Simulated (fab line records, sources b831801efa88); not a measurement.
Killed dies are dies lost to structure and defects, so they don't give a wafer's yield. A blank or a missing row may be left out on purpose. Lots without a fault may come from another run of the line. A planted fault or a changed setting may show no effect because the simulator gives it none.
A struck lot beside a sound one | flow sky130 | 16 steps out of a route of 708
Sound: wafers L537.3, L537.4, L537.5. Struck: wafer L551.2. (L551.4, L551.5 of the same lot were not struck and are left out.) The cause comes at the end.
At each step with rows: each side's tool, then ch and its chambers, then its first start. Under that, the readings that differ: sound wafers | struck wafers | difference of the means | sigmas: that difference in standard deviations of wafers without a fault.
alike: readings whose means differ by less than 2 such deviations, and words and numbers that are the same on both sides. not compared: withheld readings, readings that some wafer has no value for, bounds like >300 that may hide the same value, and numbers for which the record gives no deviation and whose values overlap.
The two part at a step that has a row with sigmas, a row that says differs or no value, or rows on one side only. Numbers that don't overlap but have no deviation are shown without sigmas and don't part them. A reading that every wafer of one side lacks parts them only if that side has two wafers or more.

first, 2 steps without rows for these wafers: SKY_METAL3_PEB_11; SKY_METAL3_DEVELOP_12 (develop time 60 s).
SKY_METAL3_CD_MEAS_13: target cd 300 nm.
  sound on cd_sem-01, day 40 11:53; struck on cd_sem-01, day 44 03:32
  alike: cd_nm
SKY_METAL3_OVL_MEAS_14:
  sound on overlay-02, day 40 11:59; struck on overlay-01, day 44 03:38
  reading         | sound | struck | difference | sigmas
  METAL3_OVL (nm) | 2 2 8 | -8     | -12        | -2
SKY_METAL3_DESCUM_15: chemistry O2, time 8 s.
  sound on rie_metal-04 ch 0,1, day 40 12:01; struck on rie_metal-01 ch 0, day 44 03:40
  reading                | sound             | struck | difference                   | sigmas
  oes_product_au (a.u.)  | 1.007 1.008 0.999 | 0.983  | -0.022                       | -2
  rf_hours_counter_h (h) | - - -             | 11     | no value on the sound wafers |
  alike: drypump_motor_current_A
SKY_METAL3_ETCH_16: etches BARC in N2/H2, stops on SiO2, time 88.2 s, target depth 60 nm.
  sound on rie_metal-04 ch 0,1, day 40 12:04; struck on rie_metal-01 ch 0, day 44 03:42
  reading                | sound | struck | difference                   | sigmas
  rf_hours_counter_h (h) | - - - | 11     | no value on the sound wafers |
  alike: drypump_motor_current_A, oes_product_au, throttle_valve_pct
SKY_METAL3_ETCH_17: etches SiO2 in C4F8/O2/Ar, stops on TiN, time 3.9 s, target depth 15 nm.
  sound on rie_diel-02 ch 1,3, day 40 12:08; struck on rie_diel-04 ch 1, day 44 03:47
  alike: oes_product_au
  not compared: rf_hours_counter_h
SKY_METAL3_METAL_ETCH_18: etches the open film in Cl2/BCl3, stops on SiO2, target depth 845 nm, time 183.1 s.
  sound on rie_metal-02 ch 0,1, day 40 12:13; struck on rie_metal-02 ch 0, day 44 03:49
  reading                | sound | struck | difference                   | sigmas
  rf_hours_counter_h (h) | - - - | 7      | no value on the sound wafers |
  alike: drypump_motor_current_A, oes_product_au, throttle_valve_pct
SKY_METAL3_STRIP_19: strips in O2/N2.
  sound on plasma_asher-02 ch 0,1, day 40 12:22; struck on plasma_asher-03 ch 1, day 44 03:59
  reading                      | sound          | struck | difference                   | sigmas
  rf_hours_counter_h (h)       | - - -          | 29     | no value on the sound wafers |
  strip_time_to_endpoint_s (s) | 6.42 6.50 6.40 | 6.68   | +0.24                        | +3
  alike: drypump_motor_current_A, oes_product_au
then, 3 steps without rows for these wafers: SKY_METAL3_STRIP_20 (strips in post etch residue remover, time 1200 s); SKY_METAL3_CLEAN_21 (cleans in IPA, time 180 s); SKY_METAL3_CLEAN_22 (cleans in O3/DIW).
SKY_VIA3_HDPCVD_00: deposits SiO2, target thk 1635 nm, time 272.5 s.
  sound on hdpcvd-02 ch 0,2, day 40 13:01; struck on hdpcvd-01 ch 2, day 44 04:35
  reading                                  | sound             | struck | difference | sigmas
  run_length_s (s)                         | 299.5 299.8 301.5 | 348.7  | +48.4      | +99
  model.SiO2_of_VIA3_HDPCVD_00.thk_nm (nm) | 1610 1616 1643    | 1932   | +309       |
SKY_VIA3_THK_MEAS_01:
  sound on film_metro-02, day 40 13:12; struck on film_metro-01, day 44 04:46
  reading              | sound          | struck | difference | sigmas
  VIA3_HDPCVD_THK (nm) | 1611 1615 1642 | 1930   | +307       | +18
then, 2 steps without rows for these wafers: SKY_VIA3_CMP_02 (polishes SiO2); SKY_PAD_OPEN_PROBE_99.

WHERE THEY PART
First at SKY_METAL3_OVL_MEAS_14; last, within this record, at SKY_VIA3_THK_MEAS_01.

WHY: what the simulator had put in
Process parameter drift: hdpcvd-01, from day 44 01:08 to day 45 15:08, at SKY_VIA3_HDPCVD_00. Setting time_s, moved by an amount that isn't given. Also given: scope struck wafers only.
